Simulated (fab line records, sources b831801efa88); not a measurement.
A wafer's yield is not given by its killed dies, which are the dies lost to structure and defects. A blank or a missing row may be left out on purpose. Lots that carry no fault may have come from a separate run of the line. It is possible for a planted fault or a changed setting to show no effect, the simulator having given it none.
Code-filled problem report in 8D (eight disciplines) form + flow sky130 + the parts of the form that need people (team, actions taken, sign-off) are left out

1. WHAT WENT WRONG
Mean SD_N_RS at SKY_SD_N_RS_MEAS_16: 71.17 ohm/sq over 6 wafers in 2 lots; fault-free wafers: 68.47 ohm/sq, standard deviation 0.1. That is +27 standard deviations from the usual mean.
The step: measures by four-point-probe.
First observed at day 31 20:08: wafer L528.1, on film metro-02. Wafers with a number at this step in the record: 36, from 12 lots. The rule behind "out" and "out of limits": a value lying over 4 standard deviations away from the usual mean. All remaining wafers that have a number are taken as sound.

2. WHAT IT IS, AND WHAT IT ISN'T
| question                    | is                           | is not                                                                                 |
|-----------------------------|------------------------------|----------------------------------------------------------------------------------------|
| which readings at this step | SD_N_RS                      | -                                                                                      |
| which lots                  | L528, L530                   | L517, L518, L520, L521, L522, L526, L535, L537, L539, L540                             |
| which wafers of those lots  | all that have a number       | -                                                                                      |
| read on which gauges        | film metro-01, film metro-02 | film metro-03                                                                          |
| when                        | from day 31 20:08            | up to then (18 sound wafers); but 12 sound wafers of L535, L537, L539, L540 came after |

3. THE SUSPECTS, EACH WITH WHAT RULES IT OUT
Counting: a tool stays on the suspect list if, at a process step up to the reading, it processed all lots that are out and no sound lot following the first of them.
- the gauge at SKY_SD_N_RS_MEAS_16: ruled out. Those wafers that are out were read across 2 gauges (film metro-01, film metro-02).
- rtp anneal-02 at SKY_SD_N_RTA_14 (time 2 s): ruled out as a lasting fault. Sound lots L540 ran on it after its first lot that is out, L528 (day 31 19:58).
Left after counting: nothing in the record.

4. THE CAUSE (what the simulator had put in)
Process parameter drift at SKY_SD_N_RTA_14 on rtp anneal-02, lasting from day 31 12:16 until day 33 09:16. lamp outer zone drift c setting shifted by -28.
It was ruled out by counting, in error; the rule expects a fault to strike all lots run on its tool from its start on, and this fault did not.

5. THE CHAIN OF EFFECTS, in route order
Each row: a reading where the mean over the struck wafers with a number is more than 3 standard deviations away from the usual. Readings are gone through only where the record gives a usual standard deviation; hours: the median, over the lots, of the time from a lot's start at the first step in this table giving one to that lot's start at this step; sigmas: the change measured in usual standard deviations.
| hours | step                | reading | usual        | on struck wafers | change | sigmas |
|-------|---------------------|---------|--------------|------------------|--------|--------|
| 0     | SKY_SD_N_RS_MEAS_16 | SD_N_RS | 68.47 ohm/sq | 71.17            | +2.70  | +27    |
| 0     | SKY_SD_N_RS_MEAS_17 | SD_P_RS | 147.0 ohm/sq | 161.9            | +14.9  | +45    |

6. WHAT WOULD HAVE CAUGHT IT SOONER
The first out-of-limits reading at a measuring or inspecting step in this record came at day 31 20:08, 8 hours after the fault's start at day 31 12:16.
No tool reading at SKY_SD_N_RTA_14 that has a usual standard deviation in the record was out on any struck wafer, so an alarm limit of 4 standard deviations on those readings would not have fired.
